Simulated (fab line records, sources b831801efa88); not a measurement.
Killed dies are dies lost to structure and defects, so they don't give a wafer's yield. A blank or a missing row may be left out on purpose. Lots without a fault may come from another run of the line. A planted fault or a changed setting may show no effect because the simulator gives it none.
Which tool did it? | flow gf180mcu | 6 lots, 18 wafers sampled, at 3 steps of a route of 602

WHAT THE GAUGES READ, wafer by wafer
GF_CONTACT_THK_MEAS_01.
lot  | measured     | on            | CONTACT_CVD_00_THK (nm)
L841 | day 16 05:49 | film_metro-04 | 301 299 301
L843 | day 16 23:14 | film_metro-03 | 307 305 304
L846 | day 18 01:18 | film_metro-04 | 301 298 295
L848 | day 18 21:17 | film_metro-04 | 295 301 299
L853 | day 20 14:47 | film_metro-04 | 303 308 302
L855 | day 21 09:16 | film_metro-03 | 457 453 452

WHICH TOOL RAN EACH LOT (tool, then ch and the chambers of the sampled wafers, then the start)
lot  | GF_SALICIDE_SPUTTER_03       | GF_CONTACT_CVD_00
L841 | pvd_sputter-01, day 16 05:16 | hdpcvd-01 ch 0,2, day 16 05:46
L843 | pvd_sputter-04, day 16 22:41 | hdpcvd-01 ch 0,2, day 16 23:11
L846 | pvd_sputter-01, day 18 00:45 | hdpcvd-02 ch 1,2, day 18 01:15
L848 | pvd_sputter-04, day 18 20:45 | hdpcvd-01 ch 0,2, day 18 21:14
L853 | pvd_sputter-01, day 20 14:14 | hdpcvd-02 ch 0,2, day 20 14:44
L855 | pvd_sputter-04, day 21 08:43 | hdpcvd-02 ch 0,2, day 21 09:13
- GF_SALICIDE_SPUTTER_03: material TiN, target thk 20 nm, time 16.7 s.
- GF_CONTACT_CVD_00: deposits SiO2, target thk 300 nm, time 50 s.

THE ANSWER, worked out from the rows above alone
Rule: what is usual is taken from the lots themselves. Put in order of their means at a reading, lots are off if they are a third of the lots or fewer, leave a main group of 4 or more, and stand apart from it by a gap of 3 or more times the standard deviation of the main group's means; of several such gaps the widest counts. A main group whose means are all the same, to the digits that the tables above print for the reading, isn't used. A lot without any number at a reading at which 4 lots or more have one is off too. The other lots that the step has rows for count as sound.
Off: L855, at GF_CONTACT_THK_MEAS_01 (CONTACT_CVD_00_THK). The main group: mean 301 nm, standard deviation 3.
A tool fits if, at a process step before that reading, it ran every lot that is off, and no sound lot after the first of them. The gauges at GF_CONTACT_THK_MEAS_01 are tried like those tools. Can't be told from this: 3 tools fit, pvd_sputter-04 at GF_SALICIDE_SPUTTER_03, hdpcvd-02 at GF_CONTACT_CVD_00, film_metro-03 at GF_CONTACT_THK_MEAS_01.

WHAT THE SIMULATOR HAD PUT IN
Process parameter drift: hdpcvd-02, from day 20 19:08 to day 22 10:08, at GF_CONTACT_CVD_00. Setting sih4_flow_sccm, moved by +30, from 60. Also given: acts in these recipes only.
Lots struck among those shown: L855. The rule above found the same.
